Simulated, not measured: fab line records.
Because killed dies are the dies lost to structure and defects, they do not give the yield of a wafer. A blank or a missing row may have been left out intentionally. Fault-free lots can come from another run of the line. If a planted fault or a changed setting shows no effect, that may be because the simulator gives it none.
fab line records | flow gf180mcu | part 1 of 2: steps 1 to 23 of 33
[record] lots = 5 | wafers = 15 | last-day = 34
route steps=602 shown CONTACT@313 M1@315 V1@335
lots that met no fault: taken from a fault-free run of the same line
start-h: hours from the record's opening day to when the first of the lot's shown wafers began | wait-h: hours elapsed since this lot's preceding step | " same as the row above | L1.1+2: one row covering several wafers at once | - no value present, or no start provided | * or withheld: withheld | < > ~ a bound
route shown NAME@n: names a module that has steps shown in the file, with the first one's number in the route | usual: average and standard deviation across the fault-free wafers | same: alike in all rows | chamber/n: place in a boat | sites: each site's reading | _std_site: the values' standard deviation | _edge_site: mean of outer sites minus mean of inner sites | radius-mm: how far each site lies from the wafer's centre | mask NAME#n: copy n | behind: the most recent tool/chamber to have shaped the wafer | hold: cause of the lot's hold/its duration in hours/its outcome | device: names the non-switching transistor (n, p or np) | end of line: the tests these same wafers got at the end of their route | step lacking rows: just its recipe | killed: not the wafer's yield, but the dies lost to structure and defects at the first sort | map: shows each die of a wafer: x if killed, . if not, _ if none is there
set.NAME: the run value of the setting; set.NAME@STEP: its run value at that earlier step | model.NAME: the simulator's own value behind a step, which no gauge read
lots at selected steps of the route; one table per step, one row per wafer
services: from which hour (start-h, from the record's first day; less than 0 if before it) a tool's chamber was out of use, for how many hours, and why
[[steps]]
[step GF_CONTACT_THK_MEAS_26]
[recipe] thk-meas-gauge = xrf | reads = W_of_CONTACT_CVD_24
[usual] CONTACT_W_THK = 295/5.4
lot.wafer | tool          | chamber | start-h | wait-h | CONTACT_W_THK[nm]
L074.1    | film-metro-03 | -       | 368.29  | 0.1    | 299
L074.2    | "             | -       | "       | "      | 298
L074.6    | "             | -       | "       | "      | 296
L083.4    | film-metro-03 | -       | 441.47  | 0.1    | 302
L083.5    | "             | -       | "       | "      | 306
L083.6    | "             | -       | "       | "      | 299
L089.1    | film-metro-02 | -       | 504.87  | 0.1    | 292
L089.2    | "             | -       | "       | "      | 294
L089.6    | "             | -       | "       | "      | 290
L095.1    | film-metro-02 | -       | 544.56  | 0.1    | 287
L095.3    | "             | -       | "       | "      | 285
L095.6    | "             | -       | "       | "      | 286
L097.1    | film-metro-03 | -       | 560.50  | 0.1    | 299
L097.2    | "             | -       | "       | "      | 301
L097.3    | "             | -       | "       | "      | 301
[step GF_CONTACT_CMP_27]
[recipe] stop-on = SiO2 | down-force-psi = 3.5 | platen-rpm = 60 | t-overpolish-s = 15 | target-thk-nm = 0 | pad-velocity-m-s = 0.94248
[usual] motor-current-A = 12.2/1.6 | overpolish-run-s = 15.000/0.0095 | time-to-endpoint-s = 73.2/3
[same] t-overpolish-s = 15
lot.wafer | tool   | chamber | start-h | wait-h | motor-current-A | overpolish-run-s | time-to-endpoint-s
L074.2    | cmp-01 | 0       | 368.40  | 0.1    | 11.2            | 14.986           | 71.5
L074.1    | "      | 1       | "       | "      | 10.0            | 15.006           | 74.6
L074.6    | "      | 3       | "       | "      | 9.5             | 15.007           | 72.8
L083.4    | cmp-01 | 1       | 441.60  | 0.1    | 10.1            | 15.010           | 77.7
L083.6    | "      | 3       | "       | "      | 10.0            | 15.003           | 77.3
L083.5    | "      | 0       | "       | "      | 11.5            | 15.006           | 75.1
L089.2    | cmp-01 | 0       | 504.98  | 0.1    | 11.2            | 15.007           | 63.9
L089.1    | "      | 2       | "       | "      | 12.9            | 15.009           | 72.1
L089.6    | "      | 0       | "       | "      | 11.7            | 14.993           | 64.3
L095.3    | cmp-02 | 3       | 544.72  | 0.1    | 13.6            | 15.008           | 75.1
L095.1    | "      | 0       | "       | "      | 14.1            | 14.987           | 74.1
L095.6    | "      | 2       | "       | "      | 12.1            | 15.002           | 77.8
L097.2    | cmp-02 | 2       | 560.56  | 0.0    | 12.5            | 15.017           | 74.2
L097.1    | "      | 0       | "       | "      | 14.2            | 15.007           | 75.5
L097.3    | "      | 1       | "       | "      | 12.4            | 15.005           | 74.5
[step GF_M1_SPUTTER_00]
[recipe] material = Ti | target-thk-nm = 37.5 | arriving-ion-energy-ev = 80 | substrate-temp-c = 200 | chamber-pressure-pa = 2 | power-w = 4000 | time-s = 150
[usual] substrate-temp-c = 200.00/0.16 | throttle-valve-pct = 29.7/0.78
lot.wafer | tool           | chamber | start-h | wait-h | substrate-temp-c | throttle-valve-pct
L074.1    | pvd-sputter-01 | -       | 368.65  | 0.1    | 200.17           | 30.2
L074.2    | "              | -       | "       | "      | 199.72           | 29.6
L074.6    | "              | -       | "       | "      | 200.01           | 29.5
L083.4    | pvd-sputter-02 | -       | 441.85  | 0.2    | 199.99           | 29.8
L083.5    | "              | -       | "       | "      | 199.63           | 29.3
L083.6    | "              | -       | "       | "      | 199.95           | 30.1
L089.1    | pvd-sputter-03 | -       | 505.23  | 0.1    | 199.83           | 29.0
L089.2    | "              | -       | "       | "      | 200.10           | 30.6
L089.6    | "              | -       | "       | "      | 200.02           | 30.6
L095.1    | pvd-sputter-02 | -       | 544.92  | 0.1    | 199.63           | 30.1
L095.3    | "              | -       | "       | "      | 199.78           | 29.3
L095.6    | "              | -       | "       | "      | 200.16           | 29.2
L097.1    | pvd-sputter-02 | -       | 560.86  | 0.1    | 199.73           | 29.2
L097.2    | "              | -       | "       | "      | 199.99           | 30.1
L097.3    | "              | -       | "       | "      | 200.16           | 29.8
[step GF_M1_SPUTTER_01]
[recipe] material = TiN | target-thk-nm = 30 | power-w = 6500 | time-s = 25 | chamber-pressure-pa = 0.4
[usual] throttle-valve-pct = 29.7/0.79
lot.wafer | tool           | chamber | start-h | wait-h | throttle-valve-pct
L074.1    | pvd-sputter-01 | -       | 368.75  | 0.1    | 30.4
L074.2    | "              | -       | "       | "      | 29.9
L074.6    | "              | -       | "       | "      | 29.5
L083.4    | pvd-sputter-02 | -       | 441.92  | 0.0    | 29.9
L083.5    | "              | -       | "       | "      | 29.4
L083.6    | "              | -       | "       | "      | 29.9
L089.1    | pvd-sputter-03 | -       | 505.33  | 0.1    | 29.2
L089.2    | "              | -       | "       | "      | 31.0
L089.6    | "              | -       | "       | "      | 30.6
L095.1    | pvd-sputter-02 | -       | 545.02  | 0.1    | 30.1
L095.3    | "              | -       | "       | "      | 29.4
L095.6    | "              | -       | "       | "      | 29.4
L097.1    | pvd-sputter-02 | -       | 560.96  | 0.1    | 28.9
L097.2    | "              | -       | "       | "      | 30.0
L097.3    | "              | -       | "       | "      | 29.7
[step GF_M1_SPUTTER_02]
[recipe] material = AlCu | target-thk-nm = 450 | power-w = 10600 | time-s = 23.9 | chamber-pressure-pa = 0.4
[usual] throttle-valve-pct = 29.7/0.78
lot.wafer | tool           | chamber | start-h | wait-h | throttle-valve-pct
L074.1    | pvd-sputter-01 | -       | 368.78  | 0.0    | 30.2
L074.2    | "              | -       | "       | "      | 30.0
L074.6    | "              | -       | "       | "      | 29.6
L083.4    | pvd-sputter-02 | -       | 441.95  | 0.0    | 30.0
L083.5    | "              | -       | "       | "      | 29.4
L083.6    | "              | -       | "       | "      | 30.0
L089.1    | pvd-sputter-03 | -       | 505.36  | 0.0    | 28.7
L089.2    | "              | -       | "       | "      | 30.7
L089.6    | "              | -       | "       | "      | 31.0
L095.1    | pvd-sputter-02 | -       | 545.05  | 0.0    | 30.1
L095.3    | "              | -       | "       | "      | 29.3
L095.6    | "              | -       | "       | "      | 29.0
L097.1    | pvd-sputter-02 | -       | 561.00  | 0.0    | 29.3
L097.2    | "              | -       | "       | "      | 29.9
L097.3    | "              | -       | "       | "      | 30.0
[step GF_M1_SPUTTER_03]
[recipe] material = Ti | target-thk-nm = 10 | substrate-temp-c = 300 | chamber-pressure-pa = 0.3 | power-w = 3000 | time-s = 6.7
[usual] substrate-temp-c = 299.99/0.2 | throttle-valve-pct = 29.7/0.77
lot.wafer | tool           | chamber | start-h | wait-h | substrate-temp-c | throttle-valve-pct
L074.1    | pvd-sputter-01 | -       | 368.81  | 0.0    | 300.14           | 30.1
L074.2    | "              | -       | "       | "      | 299.95           | 29.8
L074.6    | "              | -       | "       | "      | 300.33           | 29.5
L083.4    | pvd-sputter-02 | -       | 441.97  | 0.0    | 300.27           | 30.2
L083.5    | "              | -       | "       | "      | 300.34           | 29.4
L083.6    | "              | -       | "       | "      | 300.18           | 29.9
L089.1    | pvd-sputter-03 | -       | 505.39  | 0.0    | 299.82           | 28.9
L089.2    | "              | -       | "       | "      | 299.55           | 30.6
L089.6    | "              | -       | "       | "      | 300.13           | 30.9
L095.1    | pvd-sputter-02 | -       | 545.08  | 0.0    | 300.21           | 30.0
L095.3    | "              | -       | "       | "      | 300.01           | 29.6
L095.6    | "              | -       | "       | "      | 299.89           | 29.1
L097.1    | pvd-sputter-02 | -       | 561.03  | 0.0    | 299.99           | 29.5
L097.2    | "              | -       | "       | "      | 300.07           | 29.9
L097.3    | "              | -       | "       | "      | 300.10           | 29.8
[step GF_M1_SPUTTER_04]
[recipe] material = TiN | target-thk-nm = 50 | power-w = 6500 | time-s = 41.7 | chamber-pressure-pa = 0.4
[usual] throttle-valve-pct = 29.7/0.79
lot.wafer | tool           | chamber | start-h | wait-h | throttle-valve-pct
L074.1    | pvd-sputter-01 | -       | 368.83  | 0.0    | 30.3
L074.2    | "              | -       | "       | "      | 29.9
L074.6    | "              | -       | "       | "      | 29.2
L083.4    | pvd-sputter-02 | -       | 442.00  | 0.0    | 29.6
L083.5    | "              | -       | "       | "      | 29.3
L083.6    | "              | -       | "       | "      | 29.9
L089.1    | pvd-sputter-03 | -       | 505.41  | 0.0    | 28.8
L089.2    | "              | -       | "       | "      | 30.6
L089.6    | "              | -       | "       | "      | 30.7
L095.1    | pvd-sputter-02 | -       | 545.10  | 0.0    | 30.0
L095.3    | "              | -       | "       | "      | 29.2
L095.6    | "              | -       | "       | "      | 29.2
L097.1    | pvd-sputter-02 | -       | 561.05  | 0.0    | 29.5
L097.2    | "              | -       | "       | "      | 30.1
L097.3    | "              | -       | "       | "      | 29.7
[step GF_M1_RS_MEAS_05]
[recipe] thk-meas-gauge = four-point-probe | reads = TiN_of_M1_SPUTTER_04+Ti_of_M1_SPUTTER_03+AlCu_of_M1_SPUTTER_02+TiN_of_M1_SPUTTER_01+Ti_of_M1_SPUTTER_00
[usual] M1_ALCU_RS = 0.0693/0.00071
lot.wafer | tool          | chamber | start-h | wait-h | M1_ALCU_RS[ohm/sq]
L074.1    | film-metro-03 | -       | 368.87  | 0.0    | 0.0709
L074.2    | "             | -       | "       | "      | 0.0695
L074.6    | "             | -       | "       | "      | 0.0700
L083.4    | film-metro-03 | -       | 442.08  | 0.1    | 0.0692
L083.5    | "             | -       | "       | "      | 0.0698
L083.6    | "             | -       | "       | "      | 0.0695
L089.1    | film-metro-02 | -       | 505.45  | 0.0    | 0.0702
L089.2    | "             | -       | "       | "      | 0.0704
L089.6    | "             | -       | "       | "      | 0.0704
L095.1    | film-metro-02 | -       | 545.14  | 0.0    | 0.0686
L095.3    | "             | -       | "       | "      | 0.0698
L095.6    | "             | -       | "       | "      | 0.0690
L097.1    | film-metro-02 | -       | 561.09  | 0.0    | 0.0689
L097.2    | "             | -       | "       | "      | 0.0681
L097.3    | "             | -       | "       | "      | 0.0687
[step GF_M1_THK_MEAS_06]
[recipe] thk-meas-gauge = xrf | reads = AlCu_of_M1_SPUTTER_02
[usual] M1_ALCU_THK = 450/5.7
lot.wafer | tool          | chamber | start-h | wait-h | M1_ALCU_THK[nm]
L074.1    | film-metro-03 | -       | 368.99  | 0.1    | 439
L074.2    | "             | -       | "       | "      | 449
L074.6    | "             | -       | "       | "      | 443
L083.4    | film-metro-03 | -       | 442.17  | 0.1    | 445
L083.5    | "             | -       | "       | "      | 445
L083.6    | "             | -       | "       | "      | 445
L089.1    | film-metro-02 | -       | 505.57  | 0.1    | 444
L089.2    | "             | -       | "       | "      | 446
L089.6    | "             | -       | "       | "      | 444
L095.1    | film-metro-02 | -       | 545.26  | 0.1    | 459
L095.3    | "             | -       | "       | "      | 453
L095.6    | "             | -       | "       | "      | 455
L097.1    | film-metro-02 | -       | 561.21  | 0.1    | 455
L097.2    | "             | -       | "       | "      | 460
L097.3    | "             | -       | "       | "      | 459
[step GF_M1_DEHYDRATE_07]
[recipe] temp-c = 200 | time-s = 60
[usual] heater-power-total-W = 160.38/0.14 | resist-line-temp-C = 23.00/0.097
lot.wafer | tool           | chamber | start-h | wait-h | heater-power-total-W | resist-line-temp-C
L074.1    | litho-track-04 | 0       | 378.49  | 9.5    | 160.41               | 23.02
L074.2    | "              | 0       | "       | "      | 160.48               | 22.97
L074.6    | "              | 0       | "       | "      | 160.27               | 23.01
L083.4    | litho-track-02 | 0       | 453.46  | 11.3   | 160.22               | 22.96
L083.5    | "              | 0       | "       | "      | 160.50               | 23.06
L083.6    | "              | 0       | "       | "      | 160.31               | 22.87
L089.1    | litho-track-02 | 0       | 516.88  | 11.3   | 160.26               | 23.05
L089.2    | "              | 0       | "       | "      | 160.48               | 23.09
L089.6    | "              | 0       | "       | "      | 160.50               | 23.07
L095.1    | litho-track-02 | 0       | 555.93  | 10.7   | 160.27               | 22.76
L095.3    | "              | 0       | "       | "      | 160.50               | 22.97
L095.6    | "              | 0       | "       | "      | 160.21               | 22.84
L097.1    | litho-track-01 | 0       | 571.72  | 10.5   | 160.29               | 23.04
L097.2    | "              | 0       | "       | "      | 160.50               | 23.04
L097.3    | "              | 0       | "       | "      | 160.48               | 23.03
[step GF_M1_HMDS_08]
[recipe] prime-time-s = 60 | prime-temp-c = 120
[usual] resist-line-temp-C = 23.01/0.11
lot.wafer | tool           | chamber | start-h | wait-h | resist-line-temp-C
L074.1    | litho-track-04 | 0       | 378.64  | 0.1    | 23.14
L074.2    | "              | 0       | "       | "      | 23.13
L074.6    | "              | 0       | "       | "      | 22.94
L083.4    | litho-track-02 | 0       | 453.61  | 0.1    | 22.85
L083.5    | "              | 0       | "       | "      | 23.10
L083.6    | "              | 0       | "       | "      | 22.92
L089.1    | litho-track-02 | 0       | 517.03  | 0.1    | 23.02
L089.2    | "              | 0       | "       | "      | 22.82
L089.6    | "              | 0       | "       | "      | 22.80
L095.1    | litho-track-02 | 0       | 556.08  | 0.1    | 22.77
L095.3    | "              | 0       | "       | "      | 22.91
L095.6    | "              | 0       | "       | "      | 23.02
L097.1    | litho-track-01 | 0       | 571.87  | 0.1    | 23.06
L097.2    | "              | 0       | "       | "      | 23.09
L097.3    | "              | 0       | "       | "      | 23.12
[step GF_M1_COAT_09]
[recipe] resist = KrF | spin-rpm = withheld | resist-thk-nm = 1000
[usual] resist-line-temp-C = 23.00/0.1
lot.wafer | tool           | chamber | start-h | wait-h | resist-line-temp-C
L074.1    | litho-track-04 | 0       | 378.79  | 0.1    | 23.06
L074.2    | "              | 0       | "       | "      | 23.09
L074.6    | "              | 0       | "       | "      | 23.00
L083.4    | litho-track-02 | 0       | 453.76  | 0.1    | 22.83
L083.5    | "              | 0       | "       | "      | 22.93
L083.6    | "              | 0       | "       | "      | 22.85
L089.1    | litho-track-02 | 0       | 517.18  | 0.1    | 22.97
L089.2    | "              | 0       | "       | "      | 22.97
L089.6    | "              | 0       | "       | "      | 22.95
L095.1    | litho-track-02 | 0       | 556.23  | 0.1    | 22.99
L095.3    | "              | 0       | "       | "      | 23.04
L095.6    | "              | 0       | "       | "      | 23.01
L097.1    | litho-track-01 | 0       | 572.02  | 0.1    | 23.00
L097.2    | "              | 0       | "       | "      | 22.88
L097.3    | "              | 0       | "       | "      | 23.02
[step GF_M1_SOFTBAKE_10]
[recipe] temp-c = 128.9 | time-s = 60 | resist = KrF
[usual] heater-power-total-W = 92.02/0.061 | resist-line-temp-C = 22.98/0.11
lot.wafer | tool           | chamber | start-h | wait-h | heater-power-total-W | resist-line-temp-C
L074.1    | litho-track-04 | 0       | 378.94  | 0.1    | 92.16                | 22.71
L074.2    | "              | 0       | "       | "      | 92.00                | 22.88
L074.6    | "              | 0       | "       | "      | 92.02                | 22.86
L083.4    | litho-track-02 | 0       | 453.91  | 0.1    | 92.03                | 23.06
L083.5    | "              | 0       | "       | "      | 92.04                | 22.97
L083.6    | "              | 0       | "       | "      | 91.96                | 23.17
L089.1    | litho-track-02 | 0       | 517.33  | 0.1    | 91.97                | 22.82
L089.2    | "              | 0       | "       | "      | 92.09                | 22.90
L089.6    | "              | 0       | "       | "      | 92.05                | 22.96
L095.1    | litho-track-02 | 0       | 556.38  | 0.1    | 91.97                | 23.19
L095.3    | "              | 0       | "       | "      | 92.12                | 23.08
L095.6    | "              | 0       | "       | "      | 92.04                | 23.09
L097.1    | litho-track-01 | 0       | 572.17  | 0.1    | 92.02                | 23.17
L097.2    | "              | 0       | "       | "      | 91.88                | 23.07
L097.3    | "              | 0       | "       | "      | 92.07                | 23.00
[step GF_M1_EXPOSE_11]
[recipe] mask-id = Metal1 | target-cd-nm = 230 | na = 0.68 | source-shape = conventional | sigma-outer = 0.6 | dose-mj = 28
[usual] focus-offset-nm = 0.1/0.45
lot.wafer | tool           | chamber | start-h | wait-h | mask     | focus-offset-nm
L074.1    | krf-scanner-02 | 0       | -       | -      | Metal1#0 | 0.0
L074.2    | "              | 0       | "       | "      | Metal1#0 | -0.7
L074.6    | "              | 0       | "       | "      | Metal1#0 | -0.4
L083.4    | krf-scanner-01 | 0       | -       | -      | Metal1#0 | 0.0
L083.5    | "              | 0       | "       | "      | Metal1#0 | 0.0
L083.6    | "              | 0       | "       | "      | Metal1#0 | 1.1
L089.1    | krf-scanner-01 | 0       | -       | -      | Metal1#0 | -0.4
L089.2    | "              | 0       | "       | "      | Metal1#0 | 0.4
L089.6    | "              | 0       | "       | "      | Metal1#0 | 0.4
L095.1    | krf-scanner-01 | 0       | -       | -      | Metal1#0 | 0.5
L095.3    | "              | 0       | "       | "      | Metal1#0 | 0.0
L095.6    | "              | 0       | "       | "      | Metal1#0 | -0.4
L097.1    | krf-scanner-02 | 0       | -       | -      | Metal1#0 | 1.2
L097.2    | "              | 0       | "       | "      | Metal1#0 | 1.0
L097.3    | "              | 0       | "       | "      | Metal1#0 | 0.1
[step GF_M1_PEB_12]
[recipe] peb-temp-c = 135 | peb-time-s = 90 | resist = KrF
[usual] heater-power-total-W = 85.70/0.084 | resist-line-temp-C = 23.02/0.11
lot.wafer | tool           | chamber | start-h | wait-h | heater-power-total-W | resist-line-temp-C
L074.1    | litho-track-01 | 0       | -       | -      | 85.62                | 22.94
L074.2    | "              | 0       | "       | "      | 85.73                | 23.01
L074.6    | "              | 0       | "       | "      | 85.81                | 22.95
L083.4    | litho-track-01 | 0       | -       | -      | 85.69                | 23.05
L083.5    | "              | 0       | "       | "      | 85.64                | 22.96
L083.6    | "              | 0       | "       | "      | 85.79                | 23.09
L089.1    | litho-track-04 | 0       | -       | -      | 85.59                | 22.98
L089.2    | "              | 0       | "       | "      | 85.80                | 23.14
L089.6    | "              | 0       | "       | "      | 85.70                | 23.13
L095.1    | litho-track-02 | 0       | -       | -      | 85.81                | 22.86
L095.3    | "              | 0       | "       | "      | 85.63                | 23.05
L095.6    | "              | 0       | "       | "      | 85.65                | 23.07
L097.1    | litho-track-04 | 0       | -       | -      | 85.56                | 23.00
L097.2    | "              | 0       | "       | "      | 85.69                | 22.88
L097.3    | "              | 0       | "       | "      | 85.67                | 22.93
[step GF_M1_DEVELOP_13]
[recipe] develop-time-s = 60 | dev-temp-c = 21
[usual] resist-line-temp-C = 23.02/0.12
[same] develop-time-s = 60
lot.wafer | tool           | chamber | start-h | wait-h | resist-line-temp-C
L074.1    | litho-track-01 | 0       | 390.77  | 0.2    | 23.12
L074.2    | "              | 0       | "       | "      | 23.11
L074.6    | "              | 0       | "       | "      | 23.18
L083.4    | litho-track-01 | 0       | 466.45  | 0.1    | 22.99
L083.5    | "              | 0       | "       | "      | 22.83
L083.6    | "              | 0       | "       | "      | 23.01
L089.1    | litho-track-04 | 0       | 528.79  | 0.2    | 23.04
L089.2    | "              | 0       | "       | "      | 22.99
L089.6    | "              | 0       | "       | "      | 22.91
L095.1    | litho-track-02 | 0       | 567.03  | 0.2    | 23.07
L095.3    | "              | 0       | "       | "      | 22.89
L095.6    | "              | 0       | "       | "      | 23.00
L097.1    | litho-track-04 | 0       | 582.94  | 0.2    | 22.82
L097.2    | "              | 0       | "       | "      | 22.90
L097.3    | "              | 0       | "       | "      | 22.91
[step GF_M1_CD_MEAS_14]
[recipe] target-cd-nm = 230
[usual] cd-nm = 230.2/1.1
lot.wafer | tool      | chamber | start-h | wait-h | cd-nm
L074.1    | cd-sem-02 | -       | 390.92  | 0.1    | 229.1
L074.2    | "         | -       | "       | "      | 229.9
L074.6    | "         | -       | "       | "      | 228.9
L083.4    | cd-sem-02 | -       | 466.58  | 0.1    | 228.6
L083.5    | "         | -       | "       | "      | 230.7
L083.6    | "         | -       | "       | "      | 229.7
L089.1    | cd-sem-02 | -       | 528.94  | 0.1    | 230.5
L089.2    | "         | -       | "       | "      | 230.8
L089.6    | "         | -       | "       | "      | 230.4
L095.1    | cd-sem-01 | -       | 567.18  | 0.1    | 228.2
L095.3    | "         | -       | "       | "      | 227.6
L095.6    | "         | -       | "       | "      | 228.7
L097.1    | cd-sem-02 | -       | 583.09  | 0.1    | 230.2
L097.2    | "         | -       | "       | "      | 229.2
L097.3    | "         | -       | "       | "      | 230.2
[step GF_M1_OVL_MEAS_15]
[usual] M1_OVL = -1/6.6
lot.wafer | tool       | chamber | start-h | wait-h | M1_OVL[nm]
L074.1    | overlay-02 | -       | 391.04  | 0.1    | -4
L074.2    | "          | -       | "       | "      | -2
L074.6    | "          | -       | "       | "      | 0
L083.4    | overlay-02 | -       | 466.66  | 0.1    | -12
L083.5    | "          | -       | "       | "      | -9
L083.6    | "          | -       | "       | "      | -19
L089.1    | overlay-02 | -       | 529.06  | 0.1    | 1
L089.2    | "          | -       | "       | "      | -2
L089.6    | "          | -       | "       | "      | 1
L095.1    | overlay-01 | -       | 567.30  | 0.1    | 0
L095.3    | "          | -       | "       | "      | -10
L095.6    | "          | -       | "       | "      | -8
L097.1    | overlay-02 | -       | 583.21  | 0.1    | -3
L097.2    | "          | -       | "       | "      | 4
L097.3    | "          | -       | "       | "      | 7
[step GF_M1_METAL_ETCH_16]
[recipe] chemistry = Cl2/BCl3 | mask-material = KrF | target-depth-nm = 750.8 | stop-on = SiO2 | pressure-mtorr = 8 | icp-w = 800 | bias-w = 140 | Cl2_flow_sccm = 80 | bcl3-flow-sccm = 40 | time-s = 125.1
[usual] drypump-motor-current-A = 6.0/0.4 | oes-product-au = 0.990/0.006 | rf-fwd-power-W = 796.8/2.5 | throttle-valve-pct = 28.228/0.0085
lot.wafer | tool         | chamber | start-h | wait-h | drypump-motor-current-A | oes-product-au | rf-fwd-power-W | rf-hours-counter-h | throttle-valve-pct
L074.1    | rie-metal-04 | 1       | 391.08  | 0.0    | 5.7                     | 0.993          | 798.9          | 8                  | 28.229
L074.2    | "            | 0       | "       | "      | 5.6                     | 0.992          | 795.7          | 10                 | 28.226
L074.6    | "            | 0       | "       | "      | 5.5                     | 1.004          | 792.1          | -                  | 28.228
L083.4    | rie-metal-04 | 0       | 466.72  | 0.1    | 5.5                     | 0.997          | 805.1          | -                  | 28.217
L083.5    | "            | 1       | "       | "      | 5.7                     | 0.994          | 796.0          | -                  | 28.231
L083.6    | "            | 0       | "       | "      | 5.5                     | 0.988          | 803.3          | -                  | 28.231
L089.1    | rie-metal-03 | 0       | 529.09  | 0.0    | 5.8                     | 0.990          | 793.4          | 7                  | 28.235
L089.2    | "            | 1       | "       | "      | 5.7                     | 0.999          | 800.1          | 4                  | 28.222
L089.6    | "            | 1       | "       | "      | 5.7                     | 0.996          | 799.2          | -                  | 28.225
L095.1    | rie-metal-03 | 1       | 567.34  | 0.0    | 5.7                     | 0.989          | 797.4          | 5                  | 28.222
L095.3    | "            | 0       | "       | "      | 5.8                     | 0.986          | 793.2          | -                  | 28.232
L095.6    | "            | 1       | "       | "      | 5.7                     | 0.993          | 797.9          | -                  | 28.231
L097.1    | rie-metal-04 | 1       | 583.24  | 0.0    | 5.7                     | 0.986          | 799.0          | 13                 | 28.215
L097.2    | "            | 0       | "       | "      | 5.5                     | 0.984          | 791.3          | 0                  | 28.232
L097.3    | "            | 0       | "       | "      | 5.5                     | 0.987          | 795.6          | -                  | 28.240
[step GF_M1_STRIP_17]
[recipe] chemistry = O2/N2 | power-w = 1400 | pressure-mtorr = 1500 | platen-temp-c = 250 | o2-flow-sccm = 3000 | n2-flow-sccm = 300 | overash-fraction = 0.5
[usual] drypump-motor-current-A = 5.5/0.48 | heater-power-w = 350/24 | oes-product-au = 0.537/0.0054 | strip-time-to-endpoint-s = 7.40/0.05
lot.wafer | tool            | chamber | start-h | wait-h | drypump-motor-current-A | heater-power-w | oes-product-au | rf-hours-counter-h | strip-time-to-endpoint-s
L074.1    | plasma-asher-04 | 1       | 391.21  | 0.1    | 6.6                     | 345            | 0.537          | 59                 | 7.39
L074.2    | "               | 0       | "       | "      | 5.8                     | 338            | 0.535          | 59                 | 7.36
L074.6    | "               | 1       | "       | "      | 6.6                     | 354            | 0.531          | -                  | 7.32
L083.4    | plasma-asher-03 | 0       | 466.84  | 0.1    | 5.2                     | 322            | 0.527          | -                  | 7.40
L083.5    | "               | 0       | "       | "      | 5.2                     | 329            | 0.539          | -                  | 7.44
L083.6    | "               | 1       | "       | "      | 5.2                     | 373            | 0.539          | -                  | 7.44
L089.1    | plasma-asher-01 | 1       | 529.22  | 0.1    | 5.3                     | 382            | 0.538          | 11                 | 7.47
L089.2    | "               | 0       | "       | "      | 5.3                     | 319            | 0.537          | 11                 | 7.35
L089.6    | "               | 1       | "       | "      | 5.3                     | 392            | 0.533          | -                  | 7.38
L095.1    | plasma-asher-01 | 0       | 567.47  | 0.1    | 5.3                     | 325            | 0.536          | 15                 | 7.36
L095.3    | "               | 0       | "       | "      | 5.3                     | 312            | 0.543          | -                  | 7.43
L095.6    | "               | 0       | "       | "      | 5.3                     | 326            | 0.536          | -                  | 7.37
L097.1    | plasma-asher-01 | 1       | 583.37  | 0.1    | 5.3                     | 397            | 0.544          | 17                 | 7.44
L097.2    | "               | 0       | "       | "      | 5.4                     | 321            | 0.537          | 17                 | 7.45
L097.3    | "               | 0       | "       | "      | 5.3                     | 327            | 0.538          | -                  | 7.43
[step GF_M1_STRIP_18]
[recipe] chemistry = post-etch-residue-remover | time-s = 1200 | temp-c = 72.5
[usual] temp-c = 72.47/0.11
lot.wafer | tool         | chamber | start-h | wait-h | temp-c
L074.1    | wet-bench-04 | 3       | 391.31  | 0.1    | 72.51
L074.2    | "            | 3       | "       | "      | 72.55
L074.6    | "            | 3       | "       | "      | 72.56
L083.4    | wet-bench-04 | 3       | 466.91  | 0.0    | 72.42
L083.5    | "            | 3       | "       | "      | 72.68
L083.6    | "            | 3       | "       | "      | 72.58
L089.1    | wet-bench-02 | 1       | 529.32  | 0.1    | 72.61
L089.2    | "            | 1       | "       | "      | 72.59
L089.6    | "            | 1       | "       | "      | 72.47
L095.1    | wet-bench-02 | 0       | 567.57  | 0.1    | 72.50
L095.3    | "            | 0       | "       | "      | 72.29
L095.6    | "            | 0       | "       | "      | 72.57
L097.1    | wet-bench-03 | 0       | 583.47  | 0.1    | 72.32
L097.2    | "            | 0       | "       | "      | 72.55
L097.3    | "            | 0       | "       | "      | 72.51
[step GF_M1_CLEAN_19]
[recipe] chemistry = DIW | dry = n2-spin
lot.wafer  | tool         | chamber | start-h | wait-h
L074.1+2+6 | wet-bench-03 | 3       | 391.68  | 0.0
L083.4+5+6 | wet-bench-03 | 1       | 467.28  | 0.0
L089.1+2+6 | wet-bench-03 | 0       | 529.66  | 0.0
L095.1+3+6 | wet-bench-03 | 0       | 567.91  | 0.0
L097.1+2+3 | wet-bench-04 | 1       | 583.81  | 0.0
[step GF_V1_CVD_00]
[recipe] material = SiO2 | target-thk-nm = 600 | sigma-open-frac = 0.3 | temp-c = 400 | time-s = 100 | sih4-flow-sccm = 60 | pressure-mtorr = 6
[usual] pressure-mtorr = 6.001/0.012
lot.wafer | tool      | chamber | start-h | wait-h | pressure-mtorr
L074.1    | hdpcvd-02 | 1       | 391.77  | 0.0    | 6.004
L074.2    | "         | 0       | "       | "      | 5.996
L074.6    | "         | 2       | "       | "      | 6.006
L083.4    | hdpcvd-02 | 2       | 467.41  | 0.0    | 6.010
L083.5    | "         | 0       | "       | "      | 6.005
L083.6    | "         | 1       | "       | "      | 6.010
L089.1    | hdpcvd-01 | 1       | 529.75  | 0.0    | 6.002
L089.2    | "         | 2       | "       | "      | 5.984
L089.6    | "         | 2       | "       | "      | 6.000
L095.1    | hdpcvd-02 | 0       | 568.02  | 0.0    | 6.007
L095.3    | "         | 1       | "       | "      | 6.034
L095.6    | "         | 2       | "       | "      | 6.002
L097.1    | hdpcvd-01 | 0       | 583.90  | 0.0    | 6.024
L097.2    | "         | 1       | "       | "      | 5.988
L097.3    | "         | 2       | "       | "      | 6.018
